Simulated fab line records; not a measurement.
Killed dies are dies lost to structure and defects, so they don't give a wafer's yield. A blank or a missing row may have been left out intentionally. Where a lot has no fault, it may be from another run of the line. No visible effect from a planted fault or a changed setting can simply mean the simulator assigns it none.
fab line records	flow gf180mcu	part 1 of 2: steps 1 to 28 of 29
record lots=7	wafers=21	last_day=33
route steps=602 shown STI@1 PASSIVATION@602
lots that met no fault: from a run of the same line without faults
start_h: hours from the record's opening day to when the first of the lot's shown wafers began	wait_h: hours elapsed since this lot's preceding step	" same as the row above	L1.1+2: several wafers, shown together as one row	- no value, or no start given	* or withheld: withheld	< > ~ a bound
route shown NAME@n: a module of which the file shows steps, and the number in the route of the first	usual: the fault-free wafers' mean and standard deviation	same: alike in all rows	chamber/n: place in a boat	sites: each site's reading	_std_site: the values' standard deviation	_edge_site: mean of outer sites minus mean of inner sites	radius_mm: how far each site lies from the wafer's centre	mask NAME#n: copy n	behind: the tool/chamber that last shaped the wafer	hold: why the lot went on hold/how many hours it stayed there/how the hold came to an end	device: whichever transistor did not switch (one of n, p or np)	end of line: the same wafers' tests at the end of the route	for a step that has no rows: nothing shown but its recipe	killed: at the first sort, the dies lost to defects and structure; wafer yield is something else	map: a wafer's dies, x killed, . not, _ none there
set.NAME: the run value of the setting; set.NAME@STEP: its run value at that earlier step	model.NAME: the simulator's own value behind a step, which no gauge read
lots at selected steps of the route; one table per step, one row per wafer
services: from which hour (start_h, from the record's first day; less than 0 if before it) a tool's chamber was out of use, for how many hours, and why
## steps
# step GF_STI_BOW_MEAS_00
# recipe mode=bow
# usual INCOMING_BOW=1/6.6
lot.wafer	tool	chamber	start_h	wait_h	INCOMING_BOW[um]
L890.1	film_metro-02	-	15.00	-	-5
L890.3	"	-	"	"	2
L890.6	"	-	"	"	14
L897.1	film_metro-03	-	50.00	-	-1
L897.3	"	-	"	"	6
L897.4	"	-	"	"	7
L904.3	film_metro-03	-	85.04	-	1
L904.4	"	-	"	"	-2
L904.6	"	-	"	"	0
L905.1	film_metro-04	-	90.00	-	9
L905.4	"	-	"	"	-9
L905.5	"	-	"	"	-5
L906.1	film_metro-03	-	95.00	-	0
L906.3	"	-	"	"	6
L906.6	"	-	"	"	4
L908.2	film_metro-04	-	105.02	-	-13
L908.4	"	-	"	"	-6
L908.5	"	-	"	"	6
L910.1	film_metro-04	-	115.00	-	0
L910.5	"	-	"	"	2
L910.6	"	-	"	"	8
# step GF_STI_OXIDATION_01
# recipe temp_c=900	ambient=O2	stabilise_s=600	purge_s=300	target_thk_a=100	ox_time_s=1418
# step GF_STI_THK_MEAS_02
# recipe reads=SiO2_of_STI_OXIDATION_01
# usual STI_OXIDATION_THK=10.04/0.22
lot.wafer	tool	chamber	start_h	wait_h	STI_OXIDATION_THK[nm]
L890.1	film_metro-02	-	16.51	0.0	10.13
L890.3	"	-	"	"	10.13
L890.6	"	-	"	"	10.17
L897.1	film_metro-03	-	52.31	0.0	10.06
L897.3	"	-	"	"	10.02
L897.4	"	-	"	"	10.00
L904.3	film_metro-04	-	87.65	0.0	9.92
L904.4	"	-	"	"	9.95
L904.6	"	-	"	"	10.12
L905.1	film_metro-04	-	91.51	0.0	9.97
L905.4	"	-	"	"	10.09
L905.5	"	-	"	"	10.12
L906.1	film_metro-03	-	96.51	0.0	10.64
L906.3	"	-	"	"	10.65
L906.6	"	-	"	"	10.58
L908.2	film_metro-04	-	107.38	0.0	10.04
L908.4	"	-	"	"	9.87
L908.5	"	-	"	"	9.76
L910.1	film_metro-02	-	116.51	0.0	10.28
L910.5	"	-	"	"	10.31
L910.6	"	-	"	"	10.29
# step GF_STI_CVD_03
# recipe material=Si3N4	precursor=DCS/NH3	target_thk_nm=207.16	temp_c=770	time_s=3716	pressure_mtorr=250
# usual spike_tc_centre_C=770.7/1.1	spike_tc_lower_C=769.8/1.2	spike_tc_upper_C=769.8/1.4	zone_power_centre_pct=14.8/1.5	zone_power_lower_pct=12.5/0.56	zone_power_upper_pct=14.0/1.3
lot.wafer	tool	chamber	start_h	wait_h	spike_tc_centre_C	spike_tc_lower_C	spike_tc_upper_C	zone_power_centre_pct	zone_power_lower_pct	zone_power_upper_pct	model.Si3N4_of_STI_CVD_03.thk_nm
L890.1	lpcvd-01	1	16.57	0.1	770.1	769.3	772.2	16.1	12.3	15.8	214.6
L890.3	"	1	"	"	771.4	769.0	768.6	15.7	12.2	15.6	215.9
L890.6	"	1	"	"	771.0	768.6	771.0	15.7	12.5	16.0	216.9
L897.1	lpcvd-02	0	52.37	0.1	769.6	768.1	770.9	12.2	11.6	12.6	214.5
L897.3	"	0	"	"	768.8	769.5	770.7	12.2	11.9	12.5	217.2
L897.4	"	0	"	"	771.1	770.3	769.7	12.4	11.6	12.7	216.2
L904.3	lpcvd-02	1	87.69	0.0	793.6	768.7	765.3	23.9	9.9	10.5	261.9
L904.4	"	1	"	"	793.1	769.5	764.5	23.3	10.0	10.5	260.4
L904.6	"	1	"	"	794.0	766.6	765.4	23.7	10.0	10.4	253.3
L905.1	lpcvd-01	0	91.57	0.1	771.0	769.7	769.6	14.3	12.7	13.5	215
L905.4	"	0	"	"	773.9	770.6	769.5	14.2	13.0	13.2	218.3
L905.5	"	0	"	"	770.9	767.7	769.5	14.1	12.9	13.5	215.6
L906.1	lpcvd-02	1	96.57	0.1	793.7	767.2	765.1	23.8	10.1	10.5	222.8
L906.3	"	1	"	"	793.3	768.3	764.8	23.4	9.9	10.3	231.5
L906.6	"	1	"	"	793.6	768.5	764.5	23.6	10.0	10.4	248.2
L908.2	lpcvd-01	0	107.43	0.0	771.8	769.6	770.7	14.1	12.7	13.4	217.3
L908.4	"	0	"	"	772.3	770.5	770.6	14.4	13.0	13.5	217.8
L908.5	"	0	"	"	772.4	768.2	770.0	14.5	12.9	13.5	222.3
L910.1	lpcvd-02	1	116.57	0.1	794.4	768.8	765.7	23.9	10.0	10.4	258.2
L910.5	"	1	"	"	795.4	766.8	764.8	23.6	9.9	10.5	264.7
L910.6	"	1	"	"	794.2	767.2	766.2	23.5	10.0	10.6	259.4
# step GF_STI_THK_MEAS_04
# recipe reads=Si3N4_of_STI_CVD_03
# usual STI_CVD_03_THK=216.6/1.9
lot.wafer	tool	chamber	start_h	wait_h	STI_CVD_03_THK[nm]
L890.1	film_metro-02	-	19.55	0.0	214.6
L890.3	"	-	"	"	216.0
L890.6	"	-	"	"	217.0
L897.1	film_metro-04	-	54.35	0.0	214.7
L897.3	"	-	"	"	217.1
L897.4	"	-	"	"	216.3
L904.3	film_metro-03	-	89.70	0.0	261.8
L904.4	"	-	"	"	260.5
L904.6	"	-	"	"	253.1
L905.1	film_metro-04	-	93.56	0.0	215.2
L905.4	"	-	"	"	218.4
L905.5	"	-	"	"	215.5
L906.1	film_metro-02	-	98.56	0.0	222.7
L906.3	"	-	"	"	231.6
L906.6	"	-	"	"	248.3
L908.2	film_metro-04	-	109.43	0.0	217.2
L908.4	"	-	"	"	218.0
L908.5	"	-	"	"	222.6
L910.1	film_metro-02	-	118.56	0.0	258.1
L910.5	"	-	"	"	264.7
L910.6	"	-	"	"	259.3
# step GF_STI_DEHYDRATE_05
# recipe temp_c=200	time_s=60
# step GF_STI_HMDS_06
# recipe prime_time_s=60	prime_temp_c=120
# step GF_STI_COAT_07
# recipe resist=KrF	spin_rpm=withheld	resist_thk_nm=700
# step GF_STI_SOFTBAKE_08
# recipe temp_c=130	time_s=60	resist=KrF
# step GF_STI_EXPOSE_09
# recipe mask_id=COMP	target_cd_nm=220	na=0.68	source_shape=conventional	sigma_outer=0.6	dose_mj=28
# step GF_STI_PEB_10
# recipe peb_temp_c=135	peb_time_s=90	resist=KrF
# step GF_STI_DEVELOP_11
# recipe develop_time_s=60	dev_temp_c=21
# step GF_STI_CD_MEAS_12
# recipe target_cd_nm=220
# usual cd_nm=219.8/1
lot.wafer	tool	chamber	start_h	wait_h	cd_nm
L890.1	cd_sem-02	-	32.24	0.1	220.9
L890.3	"	-	"	"	221.4
L890.6	"	-	"	"	220.6
L897.1	cd_sem-01	-	67.67	0.1	219.1
L897.3	"	-	"	"	218.7
L897.4	"	-	"	"	220.7
L904.3	cd_sem-02	-	103.21	0.1	218.2
L904.4	"	-	"	"	218.1
L904.6	"	-	"	"	218.3
L905.1	cd_sem-01	-	107.82	0.1	219.1
L905.4	"	-	"	"	219.3
L905.5	"	-	"	"	218.5
L906.1	cd_sem-02	-	112.57	0.1	218.6
L906.3	"	-	"	"	219.4
L906.6	"	-	"	"	220.2
L908.2	cd_sem-02	-	123.69	0.1	218.6
L908.4	"	-	"	"	219.4
L908.5	"	-	"	"	219.3
L910.1	cd_sem-01	-	133.32	0.1	219.0
L910.5	"	-	"	"	218.5
L910.6	"	-	"	"	219.3
# step GF_STI_ETCH_13
# recipe chemistry=CHF3/O2	stop_on=Si	over_etch_frac=0.3	target_depth_a=2823.1	source_w=600	bias_w=200	pressure_mtorr=40	chf3_flow_sccm=50	O2_flow_sccm=5	time_s=112.9
# usual bias_w=200.1/0.65	chamber_pressure_mTorr=40.00/0.037	drypump_motor_current_A=5.8/0.32	oes_product_au=0.854/0.0059	throttle_valve_pct=8.818/0.0093
lot.wafer	tool	chamber	start_h	wait_h	bias_w	chamber_pressure_mTorr	drypump_motor_current_A	oes_product_au	rf_hours_counter_h	throttle_valve_pct	model.etch.depth_nm
L890.1	rie_diel-04	1	32.36	0.1	200.1	40.03	6.5	0.852	115	8.815	214.6
L890.3	"	0	"	"	201.1	39.94	5.3	0.846	80	8.836	215.9
L890.6	"	2	"	"	201.7	40.03	5.6	0.855	-	8.810	216.9
L897.1	rie_diel-04	3	67.79	0.1	200.3	39.99	6.2	0.850	152	8.825	214.5
L897.3	"	1	"	"	199.2	40.06	6.5	0.849	116	8.808	217.2
L897.4	"	0	"	"	198.9	40.02	5.4	0.854	81	8.828	216.2
L904.3	rie_diel-02	2	103.29	0.1	200.2	40.03	5.7	0.955	160	8.846	261.9
L904.4	"	1	"	"	199.4	40.00	5.6	0.952	-	8.845	260.4
L904.6	"	0	"	"	200.3	40.10	5.4	0.941	-	8.837	253.3
L905.1	rie_diel-04	0	107.94	0.1	199.5	40.00	5.3	0.849	82	8.809	215
L905.4	"	1	"	"	200.4	39.93	6.5	0.860	117	8.803	218.3
L905.5	"	3	"	"	199.6	40.04	6.3	0.848	-	8.828	215.6
L906.1	rie_diel-01	3	112.69	0.1	201.2	40.04	5.7	0.865	36	8.812	222.8
L906.3	"	1	"	"	200.8	40.01	5.8	0.890	45	8.841	231.5
L906.6	"	3	"	"	202.0	40.07	5.7	0.930	-	8.834	248.2
L908.2	rie_diel-02	1	123.79	0.1	199.7	39.98	5.5	0.845	126	8.845	217.3
L908.4	"	0	"	"	199.0	39.96	5.4	0.860	96	8.814	217.8
L908.5	"	3	"	"	199.9	39.98	5.9	0.864	-	8.831	222.3
L910.1	rie_diel-04	0	133.44	0.1	199.2	39.98	5.4	0.949	83	8.832	258.2
L910.5	"	1	"	"	200.0	39.99	6.5	0.957	-	8.860	264.7
L910.6	"	0	"	"	198.3	39.92	5.4	0.946	-	8.844	259.4
# step GF_STI_ETCH_14
# recipe target=Si	chemistry=HBr/Cl2/O2	target_depth_nm=360	icp_w=600	bias_w=150	pressure_mtorr=15	HBr_flow_sccm=150	Cl2_flow_sccm=40	O2_flow_sccm=6	time_s=102.9
# usual bias_w=150.0/0.46	chamber_pressure_mTorr=15.000/0.018	drypump_motor_current_A=5.5/0.31	oes_product_au=1.000/0.0088	throttle_valve_pct=25.656/0.0095
lot.wafer	tool	chamber	start_h	wait_h	bias_w	chamber_pressure_mTorr	drypump_motor_current_A	oes_product_au	rf_hours_counter_h	throttle_valve_pct
L890.1	rie_si-02	3	32.44	0.0	150.7	14.982	5.8	0.996	156	25.656
L890.3	"	1	"	"	149.6	15.022	5.8	0.994	2	25.658
L890.6	"	1	"	"	150.3	14.989	5.8	0.986	-	25.660
L897.1	rie_si-02	0	67.87	0.0	150.3	15.006	6.0	1.000	2	25.645
L897.3	"	1	"	"	150.0	14.994	5.8	0.989	3	25.654
L897.4	"	0	"	"	150.6	14.977	6.0	1.003	-	25.643
L904.3	rie_si-01	2	103.37	0.0	149.4	14.999	5.2	0.979	111	25.670
L904.4	"	3	"	"	150.5	14.970	5.1	1.002	17	25.669
L904.6	"	2	"	"	150.1	14.999	5.1	0.988	-	25.669
L905.1	rie_si-01	2	108.02	0.0	150.2	15.016	5.1	1.000	111	25.662
L905.4	"	1	"	"	149.7	14.987	5.4	1.010	38	25.638
L905.5	"	0	"	"	149.2	14.990	5.8	1.009	-	25.653
L906.1	rie_si-02	3	112.77	0.0	150.2	14.982	5.7	1.002	0	25.666
L906.3	"	1	"	"	149.6	14.981	5.8	0.982	3	25.671
L906.6	"	0	"	"	150.2	15.023	6.0	1.004	-	25.651
L908.2	rie_si-01	0	123.87	0.0	150.4	15.008	5.8	0.981	32	25.666
L908.4	"	1	"	"	149.4	15.003	5.4	1.001	38	25.647
L908.5	"	1	"	"	149.0	14.999	5.4	1.002	-	25.658
L910.1	rie_si-02	2	133.52	0.0	150.1	15.000	5.6	1.001	4	25.658
L910.5	"	1	"	"	149.7	14.956	5.8	0.969	-	25.686
L910.6	"	0	"	"	150.0	15.000	6.0	0.991	-	25.660
# step GF_STI_STRIP_15
# recipe chemistry=O2/N2	power_w=1400	pressure_mtorr=1500	platen_temp_c=250	o2_flow_sccm=2946	n2_flow_sccm=300	overash_fraction=0.5
# usual chamber_pressure_mTorr=1499.9/1.5	drypump_motor_current_A=5.75/0.27	heater_power_w=364/15	oes_product_au=0.385/0.0054	strip_time_to_endpoint_s=3.74/0.053
lot.wafer	tool	chamber	start_h	wait_h	chamber_pressure_mTorr	drypump_motor_current_A	heater_power_w	oes_product_au	rf_hours_counter_h	strip_time_to_endpoint_s
L890.1	plasma_asher-03	0	32.52	0.0	1501.0	5.58	372	0.382	37	3.82
L890.3	"	1	"	"	1499.8	6.09	357	0.382	-	3.79
L890.6	"	1	"	"	1498.4	6.07	343	0.375	-	3.71
L897.1	plasma_asher-03	0	67.95	0.0	1499.8	5.55	371	0.386	41	3.77
L897.3	"	0	"	"	1498.3	5.54	367	0.390	-	3.81
L897.4	"	1	"	"	1499.9	6.08	359	0.392	-	3.78
L904.3	plasma_asher-03	0	103.48	0.1	1500.0	5.60	378	0.381	-	3.78
L904.4	"	1	"	"	1500.0	6.08	353	0.385	-	3.70
L904.6	"	1	"	"	1500.4	6.07	356	0.387	-	3.77
L905.1	plasma_asher-03	1	108.10	0.0	1501.2	6.07	357	0.386	46	3.77
L905.4	"	0	"	"	1500.1	5.55	367	0.388	-	3.71
L905.5	"	1	"	"	1500.6	6.08	354	0.389	-	3.76
L906.1	plasma_asher-03	0	112.85	0.0	1502.7	5.51	366	0.387	48	3.76
L906.3	"	0	"	"	1500.0	5.55	369	0.394	-	3.72
L906.6	"	0	"	"	1497.8	5.56	355	0.383	-	3.78
L908.2	plasma_asher-03	0	123.95	0.0	1500.6	5.58	369	0.385	49	3.76
L908.4	"	0	"	"	1501.5	5.55	361	0.372	-	3.83
L908.5	"	0	"	"	1498.8	5.59	358	0.390	-	3.69
L910.1	plasma_asher-03	0	133.60	0.0	1499.7	5.56	370	0.389	50	3.76
L910.5	"	1	"	"	1497.8	6.07	364	0.390	-	3.77
L910.6	"	0	"	"	1499.1	5.54	365	0.389	-	3.80
# step GF_STI_CLEAN_16
# recipe chemistry=dHF	time_s=25	dilution=100:1
# step GF_STI_WET_ETCH_17
# recipe chemistry=H3PO4	target_depth_nm=45	temp_c=160	target=Si3N4	time_s=514
# step GF_STI_CLEAN_18
# recipe chemistry=SC1/SC2	mix=1:4:20	temp_c=70	time_s=150
# step GF_STI_CLEAN_19
# recipe chemistry=dHF	time_s=20	dilution=100:1
# step GF_STI_WET_ETCH_20
# recipe chemistry=dHF	dilution=100:1	target_depth_nm=20	temp_c=25	dry=ipa_marangoni	target=SiO2	time_s=400
# step GF_STI_OXIDATION_21
# recipe temp_c=1000	ambient=O2	stabilise_s=600	purge_s=300	target_thk_a=150	ox_time_s=458
# step GF_STI_THK_MEAS_22
# recipe reads=SiO2_of_STI_OXIDATION_21
# usual STI_OXIDATION_01_THK=15.0/0.31
lot.wafer	tool	chamber	start_h	wait_h	STI_OXIDATION_01_THK[nm]
L890.1	film_metro-04	-	35.74	0.0	15.1
L890.3	"	-	"	"	15.1
L890.6	"	-	"	"	14.8
L897.1	film_metro-02	-	70.09	0.0	15.1
L897.3	"	-	"	"	14.9
L897.4	"	-	"	"	15.3
L904.3	film_metro-03	-	106.17	0.0	14.8
L904.4	"	-	"	"	14.8
L904.6	"	-	"	"	15.1
L905.1	film_metro-04	-	111.14	0.0	14.4
L905.4	"	-	"	"	14.4
L905.5	"	-	"	"	14.2
L906.1	film_metro-02	-	115.22	0.0	14.7
L906.3	"	-	"	"	14.7
L906.6	"	-	"	"	14.6
L908.2	film_metro-02	-	125.53	0.0	14.9
L908.4	"	-	"	"	14.6
L908.5	"	-	"	"	14.6
L910.1	film_metro-02	-	135.54	0.0	15.3
L910.5	"	-	"	"	15.2
L910.6	"	-	"	"	15.4
# step GF_STI_CVD_23
# recipe material=SiO2	target_thk_nm=650	sigma_open_frac=0.3	time_s=108.3	temp_c=600	sih4_flow_sccm=60	pressure_mtorr=6
# step GF_STI_THK_MEAS_24
# recipe reads=SiO2_of_STI_CVD_23
# usual STI_CVD_23_THK=650/6.4
lot.wafer	tool	chamber	start_h	wait_h	STI_CVD_23_THK[nm]
L890.1	film_metro-03	-	35.88	0.0	643
L890.3	"	-	"	"	649
L890.6	"	-	"	"	657
L897.1	film_metro-03	-	70.26	0.1	660
L897.3	"	-	"	"	650
L897.4	"	-	"	"	647
L904.3	film_metro-04	-	106.31	0.1	667
L904.4	"	-	"	"	666
L904.6	"	-	"	"	663
L905.1	film_metro-03	-	111.28	0.0	645
L905.4	"	-	"	"	643
L905.5	"	-	"	"	638
L906.1	film_metro-04	-	115.35	0.0	651
L906.3	"	-	"	"	649
L906.6	"	-	"	"	647
L908.2	film_metro-03	-	125.67	0.0	647
L908.4	"	-	"	"	651
L908.5	"	-	"	"	653
L910.1	film_metro-03	-	135.68	0.0	650
L910.5	"	-	"	"	643
L910.6	"	-	"	"	648
# step GF_STI_CMP_25
# recipe stop_on=Si3N4	t_overpolish_s=33	down_force_psi=4	platen_rpm=60	target_thk_nm=524.6	pad_velocity_m_s=0.94248
# usual motor_current_A=11.5/1
lot.wafer	tool	chamber	start_h	wait_h	motor_current_A
L890.3	cmp-02	2	35.99	0.1	11.0
L890.1	"	0	"	"	10.1
L890.6	"	2	"	"	11.1
L897.3	cmp-01	3	70.32	0.0	11.4
L897.1	"	1	"	"	10.5
L897.4	"	2	"	"	11.5
L904.4	cmp-02	0	106.45	0.1	10.4
L904.3	"	1	"	"	13.7
L904.6	"	3	"	"	11.6
L905.4	cmp-01	2	111.39	0.1	11.6
L905.1	"	3	"	"	11.6
L905.5	"	1	"	"	9.9
L906.3	cmp-01	1	115.41	0.0	9.7
L906.1	"	3	"	"	12.1
L906.6	"	1	"	"	10.4
L908.4	cmp-02	2	125.72	0.0	11.3
L908.2	"	3	"	"	11.4
L908.5	"	3	"	"	11.2
L910.1	cmp-02	1	135.89	0.2	13.8
L910.6	"	2	"	"	11.2
L910.5	"	3	"	"	11.6
# step GF_STI_WET_ETCH_26
# recipe chemistry=dHF	target_depth_nm=94	target=SiO2	temp_c=25	dilution=10:1	time_s=188
# usual bath_heat_duty_pct=6.4/0.69
lot.wafer	tool	chamber	start_h	wait_h	bath_heat_duty_pct	model.Si3N4_of_STI_CVD_03.thk_nm
L890.1	wet_bench-04	0	36.24	0.1	5.8	157.7
L890.3	"	0	"	"	5.4	158.9
L890.6	"	0	"	"	5.1	160.1
L897.1	wet_bench-02	0	70.62	0.1	5.8	158.9
L897.3	"	0	"	"	7.1	161.6
L897.4	"	0	"	"	5.9	160.9
L904.3	wet_bench-01	0	106.65	0.1	6.9	206.7
L904.4	"	0	"	"	6.8	205.3
L904.6	"	0	"	"	5.7	198.1
L905.1	wet_bench-04	1	111.64	0.1	7.6	157.8
L905.4	"	1	"	"	7.9	161.2
L905.5	"	1	"	"	7.3	158.5
L906.1	wet_bench-02	0	115.71	0.1	6.1	165.8
L906.3	"	0	"	"	6.2	174.2
L906.6	"	0	"	"	6.7	191
L908.2	wet_bench-02	0	126.02	0.2	7.0	161.2
L908.4	"	0	"	"	5.9	161.7
L908.5	"	0	"	"	6.9	166.2
L910.1	wet_bench-01	3	136.04	0.1	6.6	201.2
L910.5	"	3	"	"	5.9	207.7
L910.6	"	3	"	"	6.4	202.5
# step GF_STI_WET_ETCH_27
# recipe chemistry=H3PO4	target_depth_nm=160	target=Si3N4	temp_c=160	time_s=1825
## key
first_sign step=GF_STI_CVD_03	reading=spike_tc_centre_C	direction=up	sigmas=21	usual=770.7	struck=793.9
effect step=GF_STI_CVD_03	reading=zone_power_centre_pct	direction=up	sigmas=5.8	usual=14.8	struck=23.6
effect step=GF_STI_THK_MEAS_04	reading=STI_CVD_03_THK	direction=up	sigmas=18	usual=216.6	struck=251.1
effect step=GF_STI_ETCH_13	reading=oes_product_au	direction=up	sigmas=13	usual=0.854	struck=0.932
model_effect step=GF_STI_CVD_03	value=Si3N4_of_STI_CVD_03.thk_nm	without=217.7	struck=251.2
model_effect step=GF_STI_ETCH_13	value=etch.depth_nm	without=217.7	struck=251.2
model_effect step=GF_STI_WET_ETCH_26	value=Si3N4_of_STI_CVD_03.thk_nm	without=161.3	struck=194.7
model_effect step=GF_PASSIVATION_PROBE_99	value=etest.pwell_in_dnwell.line_ohm_um	without=4085	struck=4651
met_at GF_STI_CVD_03
struck_wafers L904.3,L904.4,L904.6,L906.1,L906.3,L906.6,L910.1,L910.5,L910.6
tester_left_out L904,L906,L910
fault kind=process_parameter_drift	tool=lpcvd-02	chamber=1	onset_h=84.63	steps=GF_STI_CVD_03	channel=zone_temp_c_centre	offset=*	shape=step	end_h=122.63
# tester_left_out: of these lots the tester's yield and bins aren't shown, on N5 and GAA mostly nor the transistor test; their killed dies are dies lost to structure and defects alone, not to doping, threshold or leakage, so they don't give the yield
